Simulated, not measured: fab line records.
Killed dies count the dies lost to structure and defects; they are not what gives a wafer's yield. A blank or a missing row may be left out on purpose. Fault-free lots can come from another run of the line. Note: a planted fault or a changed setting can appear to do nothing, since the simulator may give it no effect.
fab line records + flow sky130
[record]
- lots = 24
- wafers = 72
- last_day = 50
route steps=708 shown RES_XHIGH@360 CONTACT@430 VIA2@520 METAL3@563 VIA3@585 METAL5@663
lots that met no fault: taken from a fault-free run of the same line
start_h: hours from the record's first day to the start of the lot's first wafer shown + wait_h: hours elapsed since this lot's preceding step + " unchanged from the row above + L1.1+2: one row covering several wafers at once + - no value, or no start given + * or withheld: withheld + < > ~ a bound
route shown NAME@n: a module of which the file shows steps, and the number in the route of the first + usual: mean/standard deviation taken from wafers without a fault + same: alike in all rows + chamber/n: place in a boat + sites: the reading at each site + _std_site: standard deviation across them + _edge_site: the outer-site mean with the inner-site mean subtracted + radius_mm: for every site, how far away it sits from the centre of the wafer + mask NAME#n: copy n + behind: the most recent tool/chamber to have shaped the wafer + hold: why the lot went on hold/how many hours it stayed there/how the hold came to an end + device: whichever transistor did not switch (one of n, p or np) + end of line: at the end of the route, the tests of the same wafers + for a step that has no rows: nothing shown but its recipe + killed: the dies lost at the first sort to structure and to defects; this is not the yield of the wafer + map: shows each die of a wafer: x if killed, . if not, _ if none is there
set.NAME: the setting that was run; set.NAME@STEP: the one run at that earlier step + model.NAME: the simulator's own value behind a step, which no gauge read
the route's steps for a sample of lots (tables are steps, rows are wafers)
services: when a tool's chamber went out of use (start_h, in hours from the record's first day, below 0 if earlier), for how many hours, and the reason
[[steps]]
[step SKY_SD_N_RS_MEAS_18]
[recipe]
- thk_meas_gauge = four-point-probe
[usual]
- RES_XHIGH_RS = 333.3/1
| lot.wafer | tool          | chamber | start_h | wait_h | RES_XHIGH_RS[ohm/sq] |
|-----------|---------------|---------|---------|--------|----------------------|
| L074.1    | film_metro-02 | -       | 651.26  | 0.1    | 333.3                |
| L074.5    | "             | -       | "       | "      | 333.2                |
| L074.6    | "             | -       | "       | "      | 332.7                |
| L075.3    | film_metro-01 | -       | 657.11  | 0.1    | 333.9                |
| L075.4    | "             | -       | "       | "      | 333.3                |
| L075.5    | "             | -       | "       | "      | 333.3                |
| L076.2    | film_metro-04 | -       | 664.76  | 0.1    | 332.0                |
| L076.5    | "             | -       | "       | "      | 334.5                |
| L076.6    | "             | -       | "       | "      | 334.1                |
| L077.1    | film_metro-04 | -       | 671.54  | 0.1    | 332.1                |
| L077.2    | "             | -       | "       | "      | 333.3                |
| L077.4    | "             | -       | "       | "      | 333.5                |
| L078.1    | film_metro-04 | -       | 684.21  | 0.1    | 332.4                |
| L078.2    | "             | -       | "       | "      | 333.4                |
| L078.4    | "             | -       | "       | "      | 334.3                |
| L079.1    | film_metro-04 | -       | 687.94  | 0.1    | 334.1                |
| L079.4    | "             | -       | "       | "      | 334.5                |
| L079.5    | "             | -       | "       | "      | 334.6                |
| L080.1    | film_metro-01 | -       | 697.71  | 0.1    | 333.6                |
| L080.2    | "             | -       | "       | "      | 333.5                |
| L080.5    | "             | -       | "       | "      | 333.3                |
| L081.2    | film_metro-04 | -       | 710.32  | 0.1    | 333.5                |
| L081.3    | "             | -       | "       | "      | 333.5                |
| L081.5    | "             | -       | "       | "      | 333.6                |
| L082.1    | film_metro-02 | -       | 718.61  | 0.1    | 333.1                |
| L082.2    | "             | -       | "       | "      | 332.2                |
| L082.4    | "             | -       | "       | "      | 332.9                |
| L083.1    | film_metro-01 | -       | 731.01  | 0.1    | 332.3                |
| L083.4    | "             | -       | "       | "      | 332.4                |
| L083.6    | "             | -       | "       | "      | 331.8                |
| L084.4    | film_metro-02 | -       | 731.65  | 0.1    | 334.0                |
| L084.5    | "             | -       | "       | "      | 334.1                |
| L084.6    | "             | -       | "       | "      | 334.4                |
| L085.1    | film_metro-01 | -       | 741.95  | 0.1    | 336.6                |
| L085.2    | "             | -       | "       | "      | 335.8                |
| L085.6    | "             | -       | "       | "      | 335.9                |
| L086.2    | film_metro-02 | -       | 745.63  | 0.1    | 333.6                |
| L086.4    | "             | -       | "       | "      | 331.3                |
| L086.5    | "             | -       | "       | "      | 333.1                |
| L087.1    | film_metro-04 | -       | 749.19  | 0.1    | 333.5                |
| L087.3    | "             | -       | "       | "      | 332.4                |
| L087.4    | "             | -       | "       | "      | 332.0                |
| L088.1    | film_metro-04 | -       | 767.66  | 0.1    | 332.3                |
| L088.2    | "             | -       | "       | "      | 333.1                |
| L088.3    | "             | -       | "       | "      | 332.1                |
| L089.3    | film_metro-04 | -       | 779.09  | 0.1    | 333.5                |
| L089.5    | "             | -       | "       | "      | 333.3                |
| L089.6    | "             | -       | "       | "      | 333.2                |
| L090.3    | film_metro-02 | -       | 779.67  | 0.1    | 333.2                |
| L090.5    | "             | -       | "       | "      | 333.4                |
| L090.6    | "             | -       | "       | "      | 334.6                |
| L091.1    | film_metro-01 | -       | 786.66  | 0.1    | 333.0                |
| L091.3    | "             | -       | "       | "      | 332.9                |
| L091.6    | "             | -       | "       | "      | 333.5                |
| L092.3    | film_metro-04 | -       | 795.47  | 0.1    | 333.6                |
| L092.5    | "             | -       | "       | "      | 333.1                |
| L092.6    | "             | -       | "       | "      | 333.3                |
| L093.1    | film_metro-02 | -       | 797.94  | 0.1    | 333.8                |
| L093.3    | "             | -       | "       | "      | 333.8                |
| L093.4    | "             | -       | "       | "      | 334.9                |
| L094.1    | film_metro-02 | -       | 806.86  | 0.1    | 331.0                |
| L094.3    | "             | -       | "       | "      | 331.0                |
| L094.6    | "             | -       | "       | "      | 331.4                |
| L095.1    | film_metro-01 | -       | 811.68  | 0.1    | 334.3                |
| L095.4    | "             | -       | "       | "      | 332.4                |
| L095.5    | "             | -       | "       | "      | 332.8                |
| L096.2    | film_metro-01 | -       | 818.18  | 0.1    | 334.2                |
| L096.3    | "             | -       | "       | "      | 333.4                |
| L096.6    | "             | -       | "       | "      | 333.7                |
| L097.3    | film_metro-02 | -       | 820.77  | 0.1    | 333.0                |
| L097.4    | "             | -       | "       | "      | 333.0                |
| L097.6    | "             | -       | "       | "      | 332.6                |
[step SKY_CONTACT_CVD_24]
[recipe]
- material = W
- target_thk_nm = 340
- time_s = 102.12
- temp_c = 400
- pressure_torr = 40
[usual]
- heater_power_w = 936/89
| lot.wafer | tool     | chamber | start_h | wait_h | heater_power_w |
|-----------|----------|---------|---------|--------|----------------|
| L074.1    | cvd_w-01 | 0       | 739.36  | 0.0    | 954            |
| L074.5    | "        | 1       | "       | "      | 1005           |
| L074.6    | "        | 0       | "       | "      | 923            |
| L075.3    | cvd_w-02 | 1       | 746.00  | 0.1    | 797            |
| L075.4    | "        | 0       | "       | "      | 1000           |
| L075.5    | "        | 0       | "       | "      | 1015           |
| L076.2    | cvd_w-01 | 0       | 753.19  | 0.0    | 927            |
| L076.5    | "        | 1       | "       | "      | 1032           |
| L076.6    | "        | 0       | "       | "      | 917            |
| L077.1    | cvd_w-02 | 1       | 758.09  | 0.0    | 799            |
| L077.2    | "        | 0       | "       | "      | 1030           |
| L077.4    | "        | 0       | "       | "      | 1026           |
| L078.1    | cvd_w-01 | 0       | 769.90  | 0.0    | 939            |
| L078.2    | "        | 1       | "       | "      | 998            |
| L078.4    | "        | 0       | "       | "      | 951            |
| L079.1    | cvd_w-01 | 1       | 775.69  | 0.0    | 1005           |
| L079.4    | "        | 1       | "       | "      | 990            |
| L079.5    | "        | 0       | "       | "      | 942            |
| L080.1    | cvd_w-01 | 1       | 784.04  | 0.0    | 1003           |
| L080.2    | "        | 0       | "       | "      | 939            |
| L080.5    | "        | 0       | "       | "      | 919            |
| L081.2    | cvd_w-02 | 0       | 795.74  | 0.0    | 1039           |
| L081.3    | "        | 0       | "       | "      | 1042           |
| L081.5    | "        | 1       | "       | "      | 800            |
| L082.1    | cvd_w-02 | 1       | 804.24  | 0.0    | 806            |
| L082.2    | "        | 0       | "       | "      | 1044           |
| L082.4    | "        | 1       | "       | "      | 798            |
| L083.1    | cvd_w-01 | 0       | 815.82  | 0.0    | 935            |
| L083.4    | "        | 1       | "       | "      | 969            |
| L083.6    | "        | 1       | "       | "      | 983            |
| L084.4    | cvd_w-02 | 1       | 816.81  | 0.1    | 831            |
| L084.5    | "        | 0       | "       | "      | 1021           |
| L084.6    | "        | 1       | "       | "      | 791            |
| L085.1    | cvd_w-01 | 0       | 824.93  | 0.0    | 933            |
| L085.2    | "        | 1       | "       | "      | 992            |
| L085.6    | "        | 1       | "       | "      | 1006           |
| L086.2    | cvd_w-02 | 0       | 828.66  | 0.0    | 1026           |
| L086.4    | "        | 1       | "       | "      | 819            |
| L086.5    | "        | 1       | "       | "      | 814            |
| L087.1    | cvd_w-02 | 0       | 834.10  | 0.0    | 987            |
| L087.3    | "        | 1       | "       | "      | 802            |
| L087.4    | "        | 0       | "       | "      | 1011           |
| L088.1    | cvd_w-02 | 1       | 851.66  | 0.0    | 822            |
| L088.2    | "        | 0       | "       | "      | 1026           |
| L088.3    | "        | 1       | "       | "      | 786            |
| L089.3    | cvd_w-02 | 1       | 862.93  | 0.1    | 807            |
| L089.5    | "        | 0       | "       | "      | 987            |
| L089.6    | "        | 1       | "       | "      | 790            |
| L090.3    | cvd_w-01 | 0       | 863.63  | 0.1    | 934            |
| L090.5    | "        | 0       | "       | "      | 953            |
| L090.6    | "        | 1       | "       | "      | 1000           |
| L091.1    | cvd_w-02 | 1       | 871.47  | 0.0    | 804            |
| L091.3    | "        | 1       | "       | "      | 791            |
| L091.6    | "        | 0       | "       | "      | 1033           |
| L092.3    | cvd_w-02 | 0       | 878.38  | 0.1    | 1015           |
| L092.5    | "        | 0       | "       | "      | 1022           |
| L092.6    | "        | 1       | "       | "      | 804            |
| L093.1    | cvd_w-01 | 1       | 881.49  | 0.0    | 984            |
| L093.3    | "        | 0       | "       | "      | 947            |
| L093.4    | "        | 1       | "       | "      | 999            |
| L094.1    | cvd_w-02 | 1       | 891.79  | 0.0    | 809            |
| L094.3    | "        | 1       | "       | "      | 796            |
| L094.6    | "        | 1       | "       | "      | 812            |
| L095.1    | cvd_w-02 | 1       | 892.95  | 0.0    | 791            |
| L095.4    | "        | 0       | "       | "      | 1027           |
| L095.5    | "        | 0       | "       | "      | 998            |
| L096.2    | cvd_w-01 | 0       | 900.24  | 0.0    | 928            |
| L096.3    | "        | 1       | "       | "      | 995            |
| L096.6    | "        | 0       | "       | "      | 937            |
| L097.3    | cvd_w-01 | 0       | 902.43  | 0.1    | 946            |
| L097.4    | "        | 1       | "       | "      | 1013           |
| L097.6    | "        | 0       | "       | "      | 949            |
[step SKY_VIA2_OVL_MEAS_13]
[usual]
- VIA2_OVL = 3/4.3
| lot.wafer | tool       | chamber | start_h | wait_h | VIA2_OVL[nm] |
|-----------|------------|---------|---------|--------|--------------|
| L074.1    | overlay-02 | -       | 851.18  | 0.1    | -1           |
| L074.5    | "          | -       | "       | "      | -2           |
| L074.6    | "          | -       | "       | "      | -4           |
| L075.3    | overlay-02 | -       | 857.99  | 0.1    | -4           |
| L075.4    | "          | -       | "       | "      | 2            |
| L075.5    | "          | -       | "       | "      | 5            |
| L076.2    | overlay-01 | -       | 864.77  | 0.1    | -3           |
| L076.5    | "          | -       | "       | "      | 1            |
| L076.6    | "          | -       | "       | "      | 2            |
| L077.1    | overlay-02 | -       | 870.27  | 0.1    | 4            |
| L077.2    | "          | -       | "       | "      | 4            |
| L077.4    | "          | -       | "       | "      | 2            |
| L078.1    | overlay-01 | -       | 880.62  | 0.1    | 5            |
| L078.2    | "          | -       | "       | "      | 9            |
| L078.4    | "          | -       | "       | "      | 2            |
| L079.1    | overlay-02 | -       | 886.47  | 0.1    | 9            |
| L079.4    | "          | -       | "       | "      | 1            |
| L079.5    | "          | -       | "       | "      | -2           |
| L080.1    | overlay-02 | -       | 893.82  | 0.1    | 10           |
| L080.2    | "          | -       | "       | "      | 11           |
| L080.5    | "          | -       | "       | "      | 12           |
| L081.2    | overlay-02 | -       | 904.89  | 0.1    | 6            |
| L081.3    | "          | -       | "       | "      | 0            |
| L081.5    | "          | -       | "       | "      | 12           |
| L082.1    | overlay-01 | -       | 913.13  | 0.1    | -1           |
| L082.2    | "          | -       | "       | "      | -1           |
| L082.4    | "          | -       | "       | "      | -5           |
| L083.1    | overlay-01 | -       | 925.72  | 0.1    | 6            |
| L083.4    | "          | -       | "       | "      | 7            |
| L083.6    | "          | -       | "       | "      | 12           |
| L084.4    | overlay-02 | -       | 925.75  | 0.1    | 9            |
| L084.5    | "          | -       | "       | "      | 10           |
| L084.6    | "          | -       | "       | "      | 10           |
| L085.1    | overlay-01 | -       | 932.73  | 0.1    | 3            |
| L085.2    | "          | -       | "       | "      | 8            |
| L085.6    | "          | -       | "       | "      | 3            |
| L086.2    | overlay-01 | -       | 936.09  | 0.1    | 2            |
| L086.4    | "          | -       | "       | "      | 4            |
| L086.5    | "          | -       | "       | "      | 1            |
| L087.1    | overlay-02 | -       | 941.43  | 0.1    | 3            |
| L087.3    | "          | -       | "       | "      | 1            |
| L087.4    | "          | -       | "       | "      | 11           |
| L088.1    | overlay-01 | -       | 958.87  | 0.1    | 5            |
| L088.2    | "          | -       | "       | "      | 4            |
| L088.3    | "          | -       | "       | "      | 2            |
| L089.3    | overlay-01 | -       | 969.43  | 0.1    | 2            |
| L089.5    | "          | -       | "       | "      | 5            |
| L089.6    | "          | -       | "       | "      | 7            |
| L090.3    | overlay-01 | -       | 969.98  | 0.1    | 10           |
| L090.5    | "          | -       | "       | "      | 1            |
| L090.6    | "          | -       | "       | "      | 2            |
| L091.1    | overlay-01 | -       | 975.27  | 0.1    | 0            |
| L091.3    | "          | -       | "       | "      | -1           |
| L091.6    | "          | -       | "       | "      | 5            |
| L092.3    | overlay-02 | -       | 981.13  | 0.1    | -4           |
| L092.5    | "          | -       | "       | "      | -1           |
| L092.6    | "          | -       | "       | "      | -2           |
| L093.1    | overlay-01 | -       | 985.27  | 0.1    | 6            |
| L093.3    | "          | -       | "       | "      | 6            |
| L093.4    | "          | -       | "       | "      | 7            |
| L094.1    | overlay-01 | -       | 994.33  | 0.1    | -1           |
| L094.3    | "          | -       | "       | "      | -3           |
| L094.6    | "          | -       | "       | "      | 4            |
| L095.1    | overlay-01 | -       | 995.67  | 0.1    | -2           |
| L095.4    | "          | -       | "       | "      | 1            |
| L095.5    | "          | -       | "       | "      | 7            |
| L096.2    | overlay-01 | -       | 1003.74 | 0.1    | 5            |
| L096.3    | "          | -       | "       | "      | 0            |
| L096.6    | "          | -       | "       | "      | 3            |
| L097.3    | overlay-02 | -       | 1004.23 | 0.1    | -3           |
| L097.4    | "          | -       | "       | "      | 5            |
| L097.6    | "          | -       | "       | "      | -1           |
[step SKY_METAL3_CD_MEAS_13]
[recipe]
- target_cd_nm = 300
[usual]
- cd_nm = 300.1/1.5
| lot.wafer | tool      | chamber | start_h | wait_h | cd_nm |
|-----------|-----------|---------|---------|--------|-------|
| L074.1    | cd_sem-02 | -       | 905.45  | -      | 300.9 |
| L074.5    | "         | -       | "       | "      | 300.2 |
| L074.6    | "         | -       | "       | "      | 299.0 |
| L075.3    | cd_sem-01 | -       | 910.94  | -      | 299.7 |
| L075.4    | "         | -       | "       | "      | 299.6 |
| L075.5    | "         | -       | "       | "      | 301.1 |
| L076.2    | cd_sem-01 | -       | 918.72  | -      | 300.7 |
| L076.5    | "         | -       | "       | "      | 298.6 |
| L076.6    | "         | -       | "       | "      | 298.9 |
| L077.1    | cd_sem-02 | -       | 922.75  | -      | 299.0 |
| L077.2    | "         | -       | "       | "      | 299.9 |
| L077.4    | "         | -       | "       | "      | 300.1 |
| L078.1    | cd_sem-02 | -       | 933.48  | -      | 301.7 |
| L078.2    | "         | -       | "       | "      | 301.3 |
| L078.4    | "         | -       | "       | "      | 301.6 |
| L079.1    | cd_sem-02 | -       | 938.43  | -      | 300.3 |
| L079.4    | "         | -       | "       | "      | 299.2 |
| L079.5    | "         | -       | "       | "      | 298.1 |
| L080.1    | cd_sem-02 | -       | 945.98  | -      | 300.5 |
| L080.2    | "         | -       | "       | "      | 301.6 |
| L080.5    | "         | -       | "       | "      | 300.0 |
| L081.2    | cd_sem-02 | -       | 954.87  | -      | 299.1 |
| L081.3    | "         | -       | "       | "      | 301.2 |
| L081.5    | "         | -       | "       | "      | 300.8 |
| L082.1    | cd_sem-01 | -       | 964.55  | -      | 297.6 |
| L082.2    | "         | -       | "       | "      | 300.3 |
| L082.4    | "         | -       | "       | "      | 298.2 |
| L083.1    | cd_sem-02 | -       | 976.88  | -      | 300.6 |
| L083.4    | "         | -       | "       | "      | 301.5 |
| L083.6    | "         | -       | "       | "      | 300.2 |
| L084.4    | cd_sem-02 | -       | 978.34  | -      | 298.2 |
| L084.5    | "         | -       | "       | "      | 298.7 |
| L084.6    | "         | -       | "       | "      | 299.0 |
| L085.1    | cd_sem-02 | -       | 983.05  | -      | 300.2 |
| L085.2    | "         | -       | "       | "      | 301.3 |
| L085.6    | "         | -       | "       | "      | 300.5 |
| L086.2    | cd_sem-02 | -       | 986.62  | -      | 300.3 |
| L086.4    | "         | -       | "       | "      | 302.7 |
| L086.5    | "         | -       | "       | "      | 299.7 |
| L087.1    | cd_sem-02 | -       | 992.28  | -      | 296.7 |
| L087.3    | "         | -       | "       | "      | 297.5 |
| L087.4    | "         | -       | "       | "      | 297.5 |
| L088.1    | cd_sem-02 | -       | 1008.15 | -      | 301.5 |
| L088.2    | "         | -       | "       | "      | 303.0 |
| L088.3    | "         | -       | "       | "      | 301.8 |
| L089.3    | cd_sem-02 | -       | 1016.97 | -      | 299.2 |
| L089.5    | "         | -       | "       | "      | 299.5 |
| L089.6    | "         | -       | "       | "      | 297.9 |
| L090.3    | cd_sem-02 | -       | 1019.29 | -      | 300.5 |
| L090.5    | "         | -       | "       | "      | 301.4 |
| L090.6    | "         | -       | "       | "      | 300.4 |
| L091.1    | cd_sem-02 | -       | 1022.60 | -      | 300.5 |
| L091.3    | "         | -       | "       | "      | 301.2 |
| L091.6    | "         | -       | "       | "      | 302.2 |
| L092.3    | cd_sem-01 | -       | 1029.07 | -      | 299.6 |
| L092.5    | "         | -       | "       | "      | 298.4 |
| L092.6    | "         | -       | "       | "      | 298.6 |
| L093.1    | cd_sem-01 | -       | 1033.70 | -      | 300.0 |
| L093.3    | "         | -       | "       | "      | 300.3 |
| L093.4    | "         | -       | "       | "      | 300.5 |
| L094.1    | cd_sem-01 | -       | 1042.65 | -      | 299.8 |
| L094.3    | "         | -       | "       | "      | 300.9 |
| L094.6    | "         | -       | "       | "      | 300.6 |
| L095.1    | cd_sem-01 | -       | 1043.33 | -      | 299.3 |
| L095.4    | "         | -       | "       | "      | 297.8 |
| L095.5    | "         | -       | "       | "      | 299.3 |
| L096.2    | cd_sem-01 | -       | 1050.87 | -      | 298.6 |
| L096.3    | "         | -       | "       | "      | 299.1 |
| L096.6    | "         | -       | "       | "      | 298.7 |
| L097.3    | cd_sem-02 | -       | 1051.69 | -      | 303.9 |
| L097.4    | "         | -       | "       | "      | 303.0 |
| L097.6    | "         | -       | "       | "      | 302.2 |
[step SKY_VIA3_CD_MEAS_12]
[recipe]
- target_cd_nm = 200
[usual]
- cd_nm = 200.1/1.3
| lot.wafer | tool      | chamber | start_h | wait_h | cd_nm |
|-----------|-----------|---------|---------|--------|-------|
| L074.1    | cd_sem-02 | -       | 931.58  | -      | 198.1 |
| L074.5    | "         | -       | "       | "      | 200.5 |
| L074.6    | "         | -       | "       | "      | 199.7 |
| L075.3    | cd_sem-02 | -       | 936.64  | -      | 198.7 |
| L075.4    | "         | -       | "       | "      | 198.4 |
| L075.5    | "         | -       | "       | "      | 199.1 |
| L076.2    | cd_sem-01 | -       | 944.87  | -      | 199.9 |
| L076.5    | "         | -       | "       | "      | 198.9 |
| L076.6    | "         | -       | "       | "      | 200.5 |
| L077.1    | cd_sem-01 | -       | 948.58  | -      | 198.7 |
| L077.2    | "         | -       | "       | "      | 200.1 |
| L077.4    | "         | -       | "       | "      | 199.2 |
| L078.1    | cd_sem-02 | -       | 959.55  | -      | 201.5 |
| L078.2    | "         | -       | "       | "      | 201.7 |
| L078.4    | "         | -       | "       | "      | 202.2 |
| L079.1    | cd_sem-01 | -       | 964.31  | -      | 200.7 |
| L079.4    | "         | -       | "       | "      | 199.2 |
| L079.5    | "         | -       | "       | "      | 199.5 |
| L080.1    | cd_sem-02 | -       | 971.95  | -      | 200.9 |
| L080.2    | "         | -       | "       | "      | 200.2 |
| L080.5    | "         | -       | "       | "      | 200.7 |
| L081.2    | cd_sem-02 | -       | 980.65  | -      | 200.9 |
| L081.3    | "         | -       | "       | "      | 200.6 |
| L081.5    | "         | -       | "       | "      | 201.6 |
| L082.1    | cd_sem-01 | -       | 989.30  | -      | 200.2 |
| L082.2    | "         | -       | "       | "      | 201.8 |
| L082.4    | "         | -       | "       | "      | 199.4 |
| L083.1    | cd_sem-01 | -       | 1001.71 | -      | 200.3 |
| L083.4    | "         | -       | "       | "      | 199.7 |
| L083.6    | "         | -       | "       | "      | 199.8 |
| L084.4    | cd_sem-01 | -       | 1003.84 | -      | 199.5 |
| L084.5    | "         | -       | "       | "      | 200.6 |
| L084.6    | "         | -       | "       | "      | 200.4 |
| L085.1    | cd_sem-01 | -       | 1007.80 | -      | 199.6 |
| L085.2    | "         | -       | "       | "      | 200.2 |
| L085.6    | "         | -       | "       | "      | 200.6 |
| L086.2    | cd_sem-02 | -       | 1011.38 | -      | 198.1 |
| L086.4    | "         | -       | "       | "      | 198.3 |
| L086.5    | "         | -       | "       | "      | 197.9 |
| L087.1    | cd_sem-01 | -       | 1016.80 | -      | 200.9 |
| L087.3    | "         | -       | "       | "      | 200.7 |
| L087.4    | "         | -       | "       | "      | 199.7 |
| L088.1    | cd_sem-02 | -       | 1031.50 | -      | 201.5 |
| L088.2    | "         | -       | "       | "      | 201.1 |
| L088.3    | "         | -       | "       | "      | 201.2 |
| L089.3    | cd_sem-01 | -       | 1041.12 | -      | 199.0 |
| L089.5    | "         | -       | "       | "      | 199.0 |
| L089.6    | "         | -       | "       | "      | 199.3 |
| L090.3    | cd_sem-02 | -       | 1043.09 | -      | 198.7 |
| L090.5    | "         | -       | "       | "      | 200.5 |
| L090.6    | "         | -       | "       | "      | 199.5 |
| L091.1    | cd_sem-01 | -       | 1046.60 | -      | 201.4 |
| L091.3    | "         | -       | "       | "      | 202.4 |
| L091.6    | "         | -       | "       | "      | 203.0 |
| L092.3    | cd_sem-02 | -       | 1053.50 | -      | 202.4 |
| L092.5    | "         | -       | "       | "      | 202.6 |
| L092.6    | "         | -       | "       | "      | 199.8 |
| L093.1    | cd_sem-02 | -       | 1058.16 | -      | 200.7 |
| L093.3    | "         | -       | "       | "      | 199.7 |
| L093.4    | "         | -       | "       | "      | 198.9 |
| L094.1    | cd_sem-02 | -       | 1066.07 | -      | 199.8 |
| L094.3    | "         | -       | "       | "      | 199.3 |
| L094.6    | "         | -       | "       | "      | 200.5 |
| L095.1    | cd_sem-02 | -       | 1066.90 | -      | 198.2 |
| L095.4    | "         | -       | "       | "      | 197.7 |
| L095.5    | "         | -       | "       | "      | 197.9 |
| L096.2    | cd_sem-01 | -       | 1073.28 | -      | 203.8 |
| L096.3    | "         | -       | "       | "      | 200.7 |
| L096.6    | "         | -       | "       | "      | 201.9 |
| L097.3    | cd_sem-01 | -       | 1074.29 | -      | 199.7 |
| L097.4    | "         | -       | "       | "      | 198.8 |
| L097.6    | "         | -       | "       | "      | 199.7 |
[step SKY_METAL5_SPUTTER_02]
[recipe]
- material = AlCu
- target_thk_nm = 1150
- power_w = 10600
- time_s = 61.2
- chamber_pressure_pa = 0.4
[usual]
- throttle_valve_pct = 30.6/1.2
| lot.wafer | tool           | chamber | start_h | wait_h | throttle_valve_pct |
|-----------|----------------|---------|---------|--------|--------------------|
| L074.1    | pvd_sputter-03 | -       | 1008.29 | 0.0    | 33.2               |
| L074.5    | "              | -       | "       | "      | 29.6               |
| L074.6    | "              | -       | "       | "      | 32.9               |
| L075.3    | pvd_sputter-04 | -       | 1013.10 | 0.0    | 30.1               |
| L075.4    | "              | -       | "       | "      | 29.3               |
| L075.5    | "              | -       | "       | "      | 31.0               |
| L076.2    | pvd_sputter-01 | -       | 1021.38 | 0.0    | 30.0               |
| L076.5    | "              | -       | "       | "      | 29.9               |
| L076.6    | "              | -       | "       | "      | 29.9               |
| L077.1    | pvd_sputter-04 | -       | 1025.53 | 0.0    | 30.7               |
| L077.2    | "              | -       | "       | "      | 30.1               |
| L077.4    | "              | -       | "       | "      | 30.7               |
| L078.1    | pvd_sputter-03 | -       | 1035.03 | 0.0    | 33.2               |
| L078.2    | "              | -       | "       | "      | 31.2               |
| L078.4    | "              | -       | "       | "      | 29.6               |
| L079.1    | pvd_sputter-04 | -       | 1039.80 | 0.0    | 30.7               |
| L079.4    | "              | -       | "       | "      | 31.0               |
| L079.5    | "              | -       | "       | "      | 30.9               |
| L080.1    | pvd_sputter-01 | -       | 1045.39 | 0.0    | 29.6               |
| L080.2    | "              | -       | "       | "      | 32.1               |
| L080.5    | "              | -       | "       | "      | 29.9               |
| L081.2    | pvd_sputter-03 | -       | 1054.09 | 0.0    | 31.1               |
| L081.3    | "              | -       | "       | "      | 33.3               |
| L081.5    | "              | -       | "       | "      | 31.0               |
| L082.1    | pvd_sputter-04 | -       | 1062.63 | 0.0    | 30.9               |
| L082.2    | "              | -       | "       | "      | 30.3               |
| L082.4    | "              | -       | "       | "      | 29.1               |
| L083.1    | pvd_sputter-04 | -       | 1074.29 | 0.0    | 30.3               |
| L083.4    | "              | -       | "       | "      | 30.8               |
| L083.6    | "              | -       | "       | "      | 29.2               |
| L084.4    | pvd_sputter-01 | -       | 1075.36 | 0.0    | 29.7               |
| L084.5    | "              | -       | "       | "      | 32.2               |
| L084.6    | "              | -       | "       | "      | 29.9               |
| L085.1    | pvd_sputter-01 | -       | 1080.83 | 0.0    | 29.9               |
| L085.2    | "              | -       | "       | "      | 29.6               |
| L085.6    | "              | -       | "       | "      | 30.0               |
| L086.2    | pvd_sputter-04 | -       | 1084.07 | 0.0    | 30.6               |
| L086.4    | "              | -       | "       | "      | 29.2               |
| L086.5    | "              | -       | "       | "      | 30.4               |
| L087.1    | pvd_sputter-04 | -       | 1087.18 | 0.0    | 30.5               |
| L087.3    | "              | -       | "       | "      | 29.2               |
| L087.4    | "              | -       | "       | "      | 31.0               |
| L088.1    | pvd_sputter-03 | -       | 1099.68 | 0.0    | 29.5               |
| L088.2    | "              | -       | "       | "      | 33.0               |
| L088.3    | "              | -       | "       | "      | 31.1               |
| L089.3    | pvd_sputter-03 | -       | 1110.49 | 0.0    | 33.2               |
| L089.5    | "              | -       | "       | "      | 29.5               |
| L089.6    | "              | -       | "       | "      | 32.8               |
| L090.3    | pvd_sputter-03 | -       | 1112.78 | 0.0    | 29.6               |
| L090.5    | "              | -       | "       | "      | 33.2               |
| L090.6    | "              | -       | "       | "      | 31.0               |
| L091.1    | pvd_sputter-03 | -       | 1115.48 | 0.0    | 29.6               |
| L091.3    | "              | -       | "       | "      | 31.0               |
| L091.6    | "              | -       | "       | "      | 33.1               |
| L092.3    | pvd_sputter-03 | -       | 1120.78 | 0.0    | 33.0               |
| L092.5    | "              | -       | "       | "      | 33.1               |
| L092.6    | "              | -       | "       | "      | 29.4               |
| L093.1    | pvd_sputter-04 | -       | 1122.79 | 0.0    | 29.0               |
| L093.3    | "              | -       | "       | "      | 31.1               |
| L093.4    | "              | -       | "       | "      | 30.9               |
| L094.1    | pvd_sputter-04 | -       | 1131.79 | 0.0    | 30.0               |
| L094.3    | "              | -       | "       | "      | 30.4               |
| L094.6    | "              | -       | "       | "      | 30.6               |
| L095.1    | pvd_sputter-04 | -       | 1134.15 | 0.0    | 30.7               |
| L095.4    | "              | -       | "       | "      | 29.2               |
| L095.5    | "              | -       | "       | "      | 29.3               |
| L096.2    | pvd_sputter-03 | -       | 1139.44 | 0.0    | 29.3               |
| L096.3    | "              | -       | "       | "      | 31.2               |
| L096.6    | "              | -       | "       | "      | 29.7               |
| L097.3    | pvd_sputter-01 | -       | 1140.27 | 0.0    | 32.1               |
| L097.4    | "              | -       | "       | "      | 30.2               |
| L097.6    | "              | -       | "       | "      | 30.0               |
[[services]]
| tool           | chamber | start_h | hours | kind                   |
|----------------|---------|---------|-------|------------------------|
| pvd_sputter-04 | 3       | 721.16  | -     | consumable_replace:kit |
| pvd_sputter-04 | 3       | 721.16  | 18.0  | scheduled_down         |
| pvd_sputter-04 | 3       | 721.16  | 18.0  | vent_cycle             |
| pvd_sputter-03 | -       | 740.79  | 2.5   | repair                 |
| pvd_sputter-03 | -       | 775.04  | 1.3   | repair                 |
| pvd_sputter-03 | -       | 879.64  | 4.4   | repair                 |
| pvd_sputter-04 | 2       | 882.18  | -     | consumable_replace:kit |
| pvd_sputter-03 | -       | 883.67  | 0.6   | repair                 |
| pvd_sputter-01 | -       | 894.88  | 70.8  | repair                 |
| cvd_w-01       | -       | 904.00  | 14.0  | pm                     |
| cvd_w-01       | 0       | 904.00  | 14.0  | vent_cycle             |
| cvd_w-01       | 1       | 904.00  | 14.0  | vent_cycle             |
| cvd_w-01       | 0       | 918.00  | -     | clean                  |
| cvd_w-01       | 1       | 918.00  | -     | clean                  |
| cvd_w-01       | -       | 925.67  | 14.6  | pm                     |
| cvd_w-01       | 0       | 950.39  | 3.6   | repair                 |
| pvd_sputter-04 | -       | 983.36  | 7.5   | repair                 |
| pvd_sputter-03 | -       | 993.22  | 1.9   | repair                 |
| cvd_w-02       | 1       | 995.65  | 2.1   | repair                 |
| pvd_sputter-01 | -       | 1007.28 | 4.8   | repair                 |
| pvd_sputter-04 | -       | 1020.97 | 0.5   | repair                 |
| cvd_w-01       | -       | 1036.44 | 6.9   | pm                     |
| pvd_sputter-01 | -       | 1096.99 | 7.6   | repair                 |
| cvd_w-01       | -       | 1122.75 | 1.9   | repair                 |
[[key]]
fault none
